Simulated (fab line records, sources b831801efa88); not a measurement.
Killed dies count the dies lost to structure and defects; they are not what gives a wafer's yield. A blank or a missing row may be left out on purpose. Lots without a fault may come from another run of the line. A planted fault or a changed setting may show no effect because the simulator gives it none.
What tool caused it? / flow sky130 / Sampling: 11 lots, 33 wafers, 6 of 708 route steps

## WHAT EACH GAUGE READ, for each wafer
SKY_LI_CONTACT_RS_MEAS_22: the measuring method here is four-point-probe.
lot=L523; measured=day 30 06:40; on=film-metro-01; LI_CONTACT_W_RS (ohm/sq)=0.283 0.289 0.283
lot=L526; measured=day 30 22:22; on=film-metro-03; LI_CONTACT_W_RS (ohm/sq)=0.284 0.285 0.287
lot=L528; measured=day 32 00:43; on=film-metro-01; LI_CONTACT_W_RS (ohm/sq)=0.290 0.285 0.288
lot=L529; measured=day 32 02:59; on=film-metro-02; LI_CONTACT_W_RS (ohm/sq)=0.278 0.277 0.276
lot=L530; measured=day 32 04:13; on=film-metro-03; LI_CONTACT_W_RS (ohm/sq)=0.283 0.282 0.287
lot=L535; measured=day 33 19:59; on=film-metro-01; LI_CONTACT_W_RS (ohm/sq)=0.528 0.519 0.524
lot=L536; measured=day 34 03:46; on=film-metro-02; LI_CONTACT_W_RS (ohm/sq)=0.274 0.280 0.276
lot=L538; measured=day 34 19:22; on=film-metro-03; LI_CONTACT_W_RS (ohm/sq)=0.521 0.522 0.536
lot=L541; measured=day 35 12:51; on=film-metro-03; LI_CONTACT_W_RS (ohm/sq)=0.282 0.275 0.282
lot=L542; measured=day 35 22:52; on=film-metro-02; LI_CONTACT_W_RS (ohm/sq)=0.285 0.284 0.280
lot=L544; measured=day 36 13:34; on=film-metro-01; LI_CONTACT_W_RS (ohm/sq)=0.279 0.279 0.281

SKY_LI_CONTACT_THK_MEAS_23: measures by xrf.
lot=L523; measured=day 30 06:47; on=film-metro-01; LI_CONTACT_W_THK (nm)=393 383 391
lot=L526; measured=day 30 22:28; on=film-metro-03; LI_CONTACT_W_THK (nm)=392 392 389
lot=L528; measured=day 32 00:49; on=film-metro-01; LI_CONTACT_W_THK (nm)=381 386 386
lot=L529; measured=day 32 03:06; on=film-metro-02; LI_CONTACT_W_THK (nm)=402 402 404
lot=L530; measured=day 32 04:18; on=film-metro-03; LI_CONTACT_W_THK (nm)=389 390 382
lot=L535; measured=day 33 20:05; on=film-metro-01; LI_CONTACT_W_THK (nm)=212 216 213
lot=L536; measured=day 34 03:52; on=film-metro-02; LI_CONTACT_W_THK (nm)=414 402 407
lot=L538; measured=day 34 19:29; on=film-metro-03; LI_CONTACT_W_THK (nm)=217 217 210
lot=L541; measured=day 35 12:58; on=film-metro-03; LI_CONTACT_W_THK (nm)=389 403 390
lot=L542; measured=day 35 22:59; on=film-metro-02; LI_CONTACT_W_THK (nm)=394 394 397
lot=L544; measured=day 36 13:41; on=film-metro-01; LI_CONTACT_W_THK (nm)=391 392 389

SKY_LOCAL_INTERCONNECT_THK_MEAS_02: measures by xrf.
lot=L523; measured=day 30 07:20; on=film-metro-02; LOCAL_INTERCONNECT_TIN_THK (nm)=99.4 98.8 98.7
lot=L526; measured=day 30 23:01; on=film-metro-04; LOCAL_INTERCONNECT_TIN_THK (nm)=101.1 101.5 100.9
lot=L528; measured=day 32 01:22; on=film-metro-02; LOCAL_INTERCONNECT_TIN_THK (nm)=101.6 100.1 101.2
lot=L529; measured=day 32 03:40; on=film-metro-03; LOCAL_INTERCONNECT_TIN_THK (nm)=101.1 100.8 101.6
lot=L530; measured=day 32 04:50; on=film-metro-02; LOCAL_INTERCONNECT_TIN_THK (nm)=98.9 99.8 99.0
lot=L535; measured=day 33 20:38; on=film-metro-04; LOCAL_INTERCONNECT_TIN_THK (nm)=100.3 99.0 100.0
lot=L536; measured=day 34 04:25; on=film-metro-04; LOCAL_INTERCONNECT_TIN_THK (nm)=102.9 100.7 101.8
lot=L538; measured=day 34 20:02; on=film-metro-02; LOCAL_INTERCONNECT_TIN_THK (nm)=100.9 102.1 100.7
lot=L541; measured=day 35 13:31; on=film-metro-02; LOCAL_INTERCONNECT_TIN_THK (nm)=101.2 101.8 101.7
lot=L542; measured=day 35 23:32; on=film-metro-04; LOCAL_INTERCONNECT_TIN_THK (nm)=101.4 101.7 101.8
lot=L544; measured=day 36 14:13; on=film-metro-04; LOCAL_INTERCONNECT_TIN_THK (nm)=100.4 100.3 100.7

SKY_CONTACT_THK_MEAS_03.
lot=L523; measured=day 31 12:25; on=film-metro-02; CONTACT_HDPCVD_THK (nm)=563 558 562
lot=L526; measured=day 32 03:29; on=film-metro-01; CONTACT_HDPCVD_THK (nm)=557 557 556
lot=L528; measured=day 33 05:20; on=film-metro-01; CONTACT_HDPCVD_THK (nm)=567 565 566
lot=L529; measured=day 33 07:35; on=film-metro-01; CONTACT_HDPCVD_THK (nm)=562 562 562
lot=L530; measured=day 33 08:37; on=film-metro-01; CONTACT_HDPCVD_THK (nm)=568 561 566
lot=L535; measured=day 34 23:18; on=film-metro-02; CONTACT_HDPCVD_THK (nm)=558 558 562
lot=L536; measured=day 35 08:25; on=film-metro-02; CONTACT_HDPCVD_THK (nm)=566 566 567
lot=L538; measured=day 35 23:47; on=film-metro-02; CONTACT_HDPCVD_THK (nm)=551 556 549
lot=L541; measured=day 36 16:27; on=film-metro-01; CONTACT_HDPCVD_THK (nm)=551 556 555
lot=L542; measured=day 37 02:12; on=film-metro-04; CONTACT_HDPCVD_THK (nm)=570 570 567
lot=L544; measured=day 37 16:45; on=film-metro-02; CONTACT_HDPCVD_THK (nm)=569 570 562

## EACH LOT AND THE TOOL THAT RAN IT (in order: tool; ch and the chambers of the sampled wafers; start)
lot=L523; SKY_LI_CONTACT_CVD_21=cvd-w-02 ch 0,1, day 30 06:33; SKY_LI_CONTACT_CMP_24=cmp-02 ch 0,1, day 30 06:54
lot=L526; SKY_LI_CONTACT_CVD_21=cvd-w-02 ch 0,1, day 30 22:13; SKY_LI_CONTACT_CMP_24=cmp-02 ch 1,2,3, day 30 22:40
lot=L528; SKY_LI_CONTACT_CVD_21=cvd-w-02 ch 0,1, day 32 00:34; SKY_LI_CONTACT_CMP_24=cmp-01 ch 0,2,3, day 32 00:52
lot=L529; SKY_LI_CONTACT_CVD_21=cvd-w-01 ch 0, day 32 02:46; SKY_LI_CONTACT_CMP_24=cmp-01 ch 0,3, day 32 03:09
lot=L530; SKY_LI_CONTACT_CVD_21=cvd-w-02 ch 0,1, day 32 04:04; SKY_LI_CONTACT_CMP_24=cmp-02 ch 1,2, day 32 04:20
lot=L535; SKY_LI_CONTACT_CVD_21=cvd-w-02 ch 0,1, day 33 19:52; SKY_LI_CONTACT_CMP_24=cmp-02 ch 0,1,3, day 33 20:08
lot=L536; SKY_LI_CONTACT_CVD_21=cvd-w-01 ch 0,1, day 34 03:37; SKY_LI_CONTACT_CMP_24=cmp-01 ch 1,3, day 34 03:55
lot=L538; SKY_LI_CONTACT_CVD_21=cvd-w-02 ch 0,1, day 34 19:15; SKY_LI_CONTACT_CMP_24=cmp-01 ch 1,2,3, day 34 19:39
lot=L541; SKY_LI_CONTACT_CVD_21=cvd-w-01 ch 0,1, day 35 12:43; SKY_LI_CONTACT_CMP_24=cmp-01 ch 1,2,3, day 35 13:02
lot=L542; SKY_LI_CONTACT_CVD_21=cvd-w-01 ch 0,1, day 35 22:45; SKY_LI_CONTACT_CMP_24=cmp-01 ch 0,1, day 35 23:06
lot=L544; SKY_LI_CONTACT_CVD_21=cvd-w-01 ch 1, day 36 13:25; SKY_LI_CONTACT_CMP_24=cmp-02 ch 1,2,3, day 36 13:47
- SKY_LI_CONTACT_CVD_21: deposits W, target thk 400 nm, time 120.56 s.
- SKY_LI_CONTACT_CMP_24: polishes, stops on PSG, t overpolish 20 s, target thk 0 nm.

## WHAT THE TOOLS THEMSELVES READ (means of the sampled wafers that have a number; where no wafer has one, the mark that the record gives instead)
SKY_LI_CONTACT_CVD_21.
lot=L523; tool=cvd-w-02; heater-power-w (W)=865
lot=L526; tool=cvd-w-02; heater-power-w (W)=930
lot=L528; tool=cvd-w-02; heater-power-w (W)=954
lot=L529; tool=cvd-w-01; heater-power-w (W)=835
lot=L530; tool=cvd-w-02; heater-power-w (W)=942
lot=L535; tool=cvd-w-02; heater-power-w (W)=868
lot=L536; tool=cvd-w-01; heater-power-w (W)=792
lot=L538; tool=cvd-w-02; heater-power-w (W)=867
lot=L541; tool=cvd-w-01; heater-power-w (W)=735
lot=L542; tool=cvd-w-01; heater-power-w (W)=719
lot=L544; tool=cvd-w-01; heater-power-w (W)=673

SKY_LI_CONTACT_CMP_24.
lot=L523; tool=cmp-02; motor-current-A (A)=11.1; time-to-endpoint-s (s)=97
lot=L526; tool=cmp-02; motor-current-A (A)=10.2; time-to-endpoint-s (s)=97
lot=L528; tool=cmp-01; motor-current-A (A)=11.5; time-to-endpoint-s (s)=93
lot=L529; tool=cmp-01; motor-current-A (A)=10.5; time-to-endpoint-s (s)=97
lot=L530; tool=cmp-02; motor-current-A (A)=10.0; time-to-endpoint-s (s)=105
lot=L535; tool=cmp-02; motor-current-A (A)=10.3; time-to-endpoint-s (s)=54
lot=L536; tool=cmp-01; motor-current-A (A)=10.3; time-to-endpoint-s (s)=98
lot=L538; tool=cmp-01; motor-current-A (A)=10.7; time-to-endpoint-s (s)=54
lot=L541; tool=cmp-01; motor-current-A (A)=10.9; time-to-endpoint-s (s)=101
lot=L542; tool=cmp-01; motor-current-A (A)=10.4; time-to-endpoint-s (s)=103
lot=L544; tool=cmp-02; motor-current-A (A)=10.2; time-to-endpoint-s (s)=98

## THE ANSWER, worked out from the rows above alone
Rule: the usual values come from the lots themselves. Put in order of their means at a reading, lots are off if they are a third of the lots or fewer, leave a main group of 4 or more, and stand apart from it by a gap of 3 or more times the standard deviation of the main group's means; of several such gaps the widest counts. A main group is skipped when, at the precision printed for the reading in the tables above, its means are all equal. Also off: a lot with no number at a reading for which 4 or more lots have one. Where the step has rows for the other lots, those lots are counted as sound. First the gauges in route order, then the tools' own readings, where a lot's mean is used as printed above. The first step at which some lot is off is used, and at that step the reading that is off furthest; a lot without a number counts as furthest.
Off: L535, L538, at SKY_LI_CONTACT_RS_MEAS_22 (LI_CONTACT_W_RS). The main group: mean 0.282 ohm/sq, standard deviation 0.0037.
A tool fits if, at a process step before that reading, it ran every lot that is off, and no sound lot after the first of them. The gauges at SKY_LI_CONTACT_RS_MEAS_22 aren't tried: what is off there is off at SKY_LI_CONTACT_CMP_24 too, on other tools, and a gauge's error can't cause that. One fits: cvd-w-02 at SKY_LI_CONTACT_CVD_21. A fault onset in the window from L530 (day 32 04:04, its last sound lot) to L535 (day 33 19:52, its first lot off) fits.

## WHAT WAS PUT IN BY THE SIMULATOR
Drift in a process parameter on cvd-w-02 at SKY_LI_CONTACT_CVD_21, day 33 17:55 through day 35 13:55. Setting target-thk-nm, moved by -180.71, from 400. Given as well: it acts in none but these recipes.
Shown lots that were struck: L535, L538. This agrees with what the rule above found.
